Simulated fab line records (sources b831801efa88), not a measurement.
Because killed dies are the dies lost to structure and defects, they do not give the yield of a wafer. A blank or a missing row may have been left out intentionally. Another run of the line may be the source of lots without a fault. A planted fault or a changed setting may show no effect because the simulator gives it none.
A struck lot beside a sound one	flow sky130	34 out of 708 route steps
Sound: these wafers, L416.1, L416.2, L416.4. Wafers L426.2, L426.3, L426.6 were the ones struck. Last of all comes the cause.
Each step with rows lists, per side, the tool, then ch with its chambers, then its first start. Under that, the readings that differ: sound wafers	struck wafers	difference of the means	sigmas: that difference in standard deviations of wafers without a fault.
alike: words and numbers the same on both sides, and readings whose means are apart by under 2 such deviations; not compared: readings that were withheld, readings missing a value for some wafer, numbers with overlapping values and no deviation given by the record, and bounds like >300 which may hide the same value.
Wherever a step has rows on one side only, a row that says differs or no value, or a row with sigmas, the two part there. Numbers that have no deviation but don't overlap get no sigmas and don't part them. A reading that every wafer of one side lacks parts them only if that side has two wafers or more.

first, 7 steps without rows for these wafers: SKY_SONOS_TUNNEL_DEVELOP_06 (develop time 60 s); SKY_SONOS_TUNNEL_IMPLANT_09; SKY_SONOS_TUNNEL_WET_ETCH_10 (etches SiO2 in dHF, target depth 14 nm, time 280 s); SKY_SONOS_TUNNEL_STRIP_11 (strips in SPM, time 600 s); SKY_SONOS_TUNNEL_CLEAN_13 (cleans in dHF, time 20 s); SKY_SONOS_ONO_OXIDATION_00 (stabilise 600 s, purge 300 s, target thk 2.6 nm); SKY_SONOS_ONO_CVD_02 (deposits Si3N4 from DCS/NH3, target thk 10.5 nm, time 180 s).
SKY_SONOS_ONO_CVD_04: deposits SiO2 from SiH4/N2O, target thk 5.7199 nm.
  sound on lpcvd-03 ch 1, day 14 01:02; struck on lpcvd-03 ch 0, day 17 22:00
reading	sound	struck	difference	sigmas
spikeTcBottomC (C)	912 912 912	922 921 921	+9	+2
model.SiO2_of_SONOS_ONO_CVD_04.thkNm (nm)	5.812 5.753 5.724	6.315 6.287 6.254	+0.522	
  alike: spikeTcTopC, zonePowerCentrePct
SKY_SONOS_ONO_THK_MEAS_05:
  sound on filmMetro-01 at day 14 02:55; struck on filmMetro-01 at day 17 23:16
reading	sound	struck	difference	sigmas
SONOS_ONO_CVD_04_THK (nm)	5.86 5.78 5.77	6.34 6.25 6.29	+0.49	+3
then, 23 steps without rows for these wafers: SKY_SONOS_ONO_DEHYDRATE_06 (time 60 s); SKY_SONOS_ONO_HMDS_07 (prime time 60 s); SKY_SONOS_ONO_COAT_08 (resist thk 1140 nm); SKY_SONOS_ONO_SOFTBAKE_09 (time 60 s); SKY_SONOS_ONO_EXPOSE_10 (exposes mask ONOM, target cd 410 nm); SKY_SONOS_ONO_PEB_11; SKY_SONOS_ONO_DEVELOP_12 (develop time 60 s); SKY_SONOS_ONO_ETCH_15 (etches the open film in CHF3/O2, target depth 19.52 nm, time 7.8 s); SKY_SONOS_ONO_WET_ETCH_16 (etches SiO2 in dHF, target depth 14 nm, time 280 s); SKY_SONOS_ONO_STRIP_17 (strips in O2/N2); SKY_SONOS_ONO_WET_ETCH_18 (etches Si3N4 in H3PO4, target depth 15 nm, time 172 s); SKY_GATE_OXIDE_CLEAN_00 (cleans in SC1/SC2, time 150 s); SKY_GATE_OXIDE_OXIDATION_01 (stabilise 600 s, purge 300 s, target thk 10.268 nm); SKY_GATE_OXIDE_DEHYDRATE_03 (time 60 s); SKY_GATE_OXIDE_HMDS_04 (prime time 60 s); SKY_GATE_OXIDE_COAT_05 (resist thk 1140 nm); SKY_GATE_OXIDE_SOFTBAKE_06 (time 60 s); SKY_GATE_OXIDE_EXPOSE_07 (exposes mask LVOM, target cd 600 nm); SKY_GATE_OXIDE_PEB_08; SKY_GATE_OXIDE_DEVELOP_09 (develop time 60 s); SKY_GATE_OXIDE_IMPLANT_11; SKY_GATE_OXIDE_WET_ETCH_12 (etches SiO2 in dHF, target depth 16.8 nm, time 336 s); SKY_GATE_OXIDE_STRIP_13 (strips in O2/N2).
-- the record jumps here: 3 days lie between the struck wafers' starts before and after --
SKY_GATE_OXIDE_CLEAN_15: cleans in SC1/SC2, time 150 s.
  sound on wetBench-03 ch 0, day 16 13:27; struck on wetBench-03 ch 3, day 20 13:47
reading	sound	struck	difference	sigmas
model.SiO2_of_SONOS_ONO_CVD_04.thkNm (nm)	4.296 4.239 4.207	4.794 4.764 4.735	+0.517	
-- a jump in the record: the struck wafers' starts before and after are 30 days apart (it breaks off in module GATE_OXIDE and resumes in module PAD_OPEN, where the first step shown is number 708 of the route) --
SKY_PAD_OPEN_PROBE_99:
  sound on prober-01 at day 47 22:58; struck on prober-01 at day 50 08:01
reading	sound	struck	difference	sigmas
model.etest.sonosUncharged.rOnOhmUm	827.4 828.7 823.4	838 837.7 850.3	+16	
model.etest.capOno.gateLog10ACm2	-8.11 -7.898 -7.946	-8.907 -8.738 -8.751	-0.814	
model.etest.capOno.gateBvV (V)	16.5 16.61 16.67	17.13 17.08 17.27	+0.57	
model.etest.capOno.toxAccNm (nm)	13.04 12.85 12.92	13.59 13.55 13.56	+0.63	
model.etest.sonosProgrammed.vtV (V)	1.385 1.475 1.435	1.116 1.097 1.117	-0.322	
model.etest.sonosErased.vtV (V)	-2.163 -2.284 -2.278	-1.955 -1.966 -1.972	+0.277	
model.etest.sonosBaked.vtV (V)	0.9279 0.9585 0.9587	0.6787 0.6713 0.7629	-0.2441	
  alike: killed_at_M0_to_M3, killed_at_M4_up, killedAtContacts, killedAtFrontEnd, killedAtOther, killedDies, killedOpen, killedShort
  not compared: model.etest.sonosErased.driveUaUm

## WHERE THEY PART
Last at SKY_SONOS_ONO_THK_MEAS_05 as far as this record goes, first at SKY_SONOS_ONO_CVD_04. Later steps at which nothing parts them and some readings are alike: SKY_PAD_OPEN_PROBE_99.

WHY: what the simulator had put in
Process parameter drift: lpcvd-03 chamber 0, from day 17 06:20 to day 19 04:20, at SKY_SONOS_ONO_CVD_04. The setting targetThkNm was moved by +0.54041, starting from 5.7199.
